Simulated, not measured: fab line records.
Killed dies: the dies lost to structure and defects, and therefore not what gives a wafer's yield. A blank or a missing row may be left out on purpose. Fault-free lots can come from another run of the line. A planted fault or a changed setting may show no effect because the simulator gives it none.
Which tool is to blame? + flow sfqLine + 42 wafers from 14 lots sampled at 3 of the route's 325 steps

## WHAT THE GAUGES SHOWED, per wafer
SFQ_R5_RS_MEAS_933: measurement is done with a four-point probe. Usual: R5_MONX_RS gives 7.03 ohm/sq (standard deviation 0.072).
| lot  | measured     | on           | R5_MONX_RS (ohm/sq) | flag |
|------|--------------|--------------|---------------------|------|
| L248 | day 56 08:10 | filmMetro-04 | 7.09 7.06 7.14      |      |
| L250 | day 57 21:26 | filmMetro-01 | 6.98 7.03 6.98      |      |
| L251 | day 58 01:02 | filmMetro-01 | 7.01 6.94 6.96      |      |
| L252 | day 58 17:51 | filmMetro-01 | 6.92 6.83 6.81      |      |
| L253 | day 59 03:41 | filmMetro-04 | 6.99 6.99 7.03      |      |
| L258 | day 60 16:50 | filmMetro-03 | 7.03 7.04 7.05      |      |
| L259 | day 61 01:38 | filmMetro-01 | 6.99 7.01 7.01      |      |
| L260 | day 61 03:33 | filmMetro-03 | 15.26 7.07 15.64    | OFF  |
| L261 | day 61 21:07 | filmMetro-04 | 15.55 7.14 15.71    | OFF  |
| L265 | day 63 00:21 | filmMetro-01 | 7.03 7.07 7.05      |      |
| L266 | day 69 06:14 | filmMetro-03 | 7.13 7.23 7.18      |      |
| L267 | day 69 13:53 | filmMetro-04 | 7.00 7.00 7.00      |      |
| L268 | day 70 00:14 | filmMetro-04 | 7.02 6.93 6.93      |      |
| L269 | day 70 17:18 | filmMetro-03 | 7.00 7.01 7.02      |      |

SFQ_R5_THK_MEAS_934: measures by xrf. Usual: R5_MONX_THK gives 39.8 nm (standard deviation 0.49).
| lot  | measured     | on           | R5_MONX_THK (nm) | flag |
|------|--------------|--------------|------------------|------|
| L248 | day 56 08:16 | filmMetro-04 | 39.6 39.7 39.4   |      |
| L250 | day 57 21:33 | filmMetro-01 | 39.8 39.7 40.1   |      |
| L251 | day 58 01:09 | filmMetro-01 | 40.0 40.2 40.3   |      |
| L252 | day 58 17:58 | filmMetro-01 | 40.7 41.1 41.2   |      |
| L253 | day 59 03:47 | filmMetro-04 | 39.8 40.1 39.5   |      |
| L258 | day 60 16:57 | filmMetro-03 | 39.6 39.5 39.7   |      |
| L259 | day 61 01:44 | filmMetro-01 | 40.0 39.8 39.7   |      |
| L260 | day 61 03:40 | filmMetro-03 | 17.0 39.4 16.7   | OFF  |
| L261 | day 61 21:14 | filmMetro-04 | 16.5 38.9 16.3   | OFF  |
| L265 | day 63 00:28 | filmMetro-01 | 40.0 39.8 39.9   |      |
| L266 | day 69 06:21 | filmMetro-03 | 38.9 38.5 38.7   |      |
| L267 | day 69 14:00 | filmMetro-04 | 40.0 40.0 40.4   |      |
| L268 | day 70 00:22 | filmMetro-04 | 39.9 40.6 40.1   |      |
| L269 | day 70 17:25 | filmMetro-03 | 40.1 39.9 40.0   |      |

## EACH LOT AND THE TOOL THAT RAN IT (in order: tool; ch and the chambers of the sampled wafers; start)
| lot  | SFQ_TRILAYER_R5_DEP_SPUTTER_133 |
|------|---------------------------------|
| L248 | pvdSputter-03, day 56 08:03     |
| L250 | pvdSputter-05, day 57 21:22     |
| L251 | pvdSputter-03, day 58 00:58     |
| L252 | pvdSputter-05, day 58 17:46     |
| L253 | pvdSputter-05, day 59 03:35     |
| L258 | pvdSputter-03, day 60 16:46     |
| L259 | pvdSputter-04, day 61 01:31     |
| L260 | pvdSputter-03, day 61 03:29     |
| L261 | pvdSputter-03, day 61 21:03     |
| L265 | pvdSputter-04, day 63 00:16     |
| L266 | pvdSputter-04, day 69 06:09     |
| L267 | pvdSputter-03, day 69 13:48     |
| L268 | pvdSputter-05, day 70 00:10     |
| L269 | pvdSputter-03, day 70 17:14     |
- SFQ_TRILAYER_R5_DEP_SPUTTER_133: material MoNx, target thk 40 nm, time 66.7 s.

## WHAT THE TOOLS THEMSELVES READ (means of the sampled wafers that have a number; where no wafer has one, the mark that the record gives instead)
SFQ_TRILAYER_R5_DEP_SPUTTER_133. Usual: throttleValvePct reads 29.4 % (standard deviation 1.1).
| lot  | tool          | throttleValvePct (%) | flag |
|------|---------------|----------------------|------|
| L248 | pvdSputter-03 | 29.2                 |      |
| L250 | pvdSputter-05 | 31.2                 |      |
| L251 | pvdSputter-03 | 29.7                 |      |
| L252 | pvdSputter-05 | 29.8                 |      |
| L253 | pvdSputter-05 | 29.0                 |      |
| L258 | pvdSputter-03 | 29.3                 |      |
| L259 | pvdSputter-04 | 29.6                 |      |
| L260 | pvdSputter-03 | 29.2                 |      |
| L261 | pvdSputter-03 | 29.4                 |      |
| L265 | pvdSputter-04 | 29.1                 |      |
| L266 | pvdSputter-04 | 29.0                 |      |
| L267 | pvdSputter-03 | 29.0                 |      |
| L268 | pvdSputter-05 | 28.8                 |      |
| L269 | pvdSputter-03 | 29.4                 |      |

## THE ANSWER, worked out from the rows above alone
Rule: lot off if the mean of its wafers having a number is beyond 3 standard deviations from the usual mean. A lot without any number at a reading at which 4 lots or more have one is off too. All remaining lots with rows at the step are treated as sound. After the gauges, taken in route order, come the tools' own readings; for these a lot's mean is taken, as printed above. At the first step where some lot is off, the reading lying furthest off is the one used; lots without a number count as furthest.
Off: L260, L261, at SFQ_R5_RS_MEAS_933 (R5_MONX_RS).
A tool fits if, at a process step before that reading, it ran every lot that is off, and no sound lot after the first of them. Gauges at SFQ_R5_RS_MEAS_933: tried the same way as those tools. None of those tried fits.

## WHAT THE SIMULATOR PUT IN
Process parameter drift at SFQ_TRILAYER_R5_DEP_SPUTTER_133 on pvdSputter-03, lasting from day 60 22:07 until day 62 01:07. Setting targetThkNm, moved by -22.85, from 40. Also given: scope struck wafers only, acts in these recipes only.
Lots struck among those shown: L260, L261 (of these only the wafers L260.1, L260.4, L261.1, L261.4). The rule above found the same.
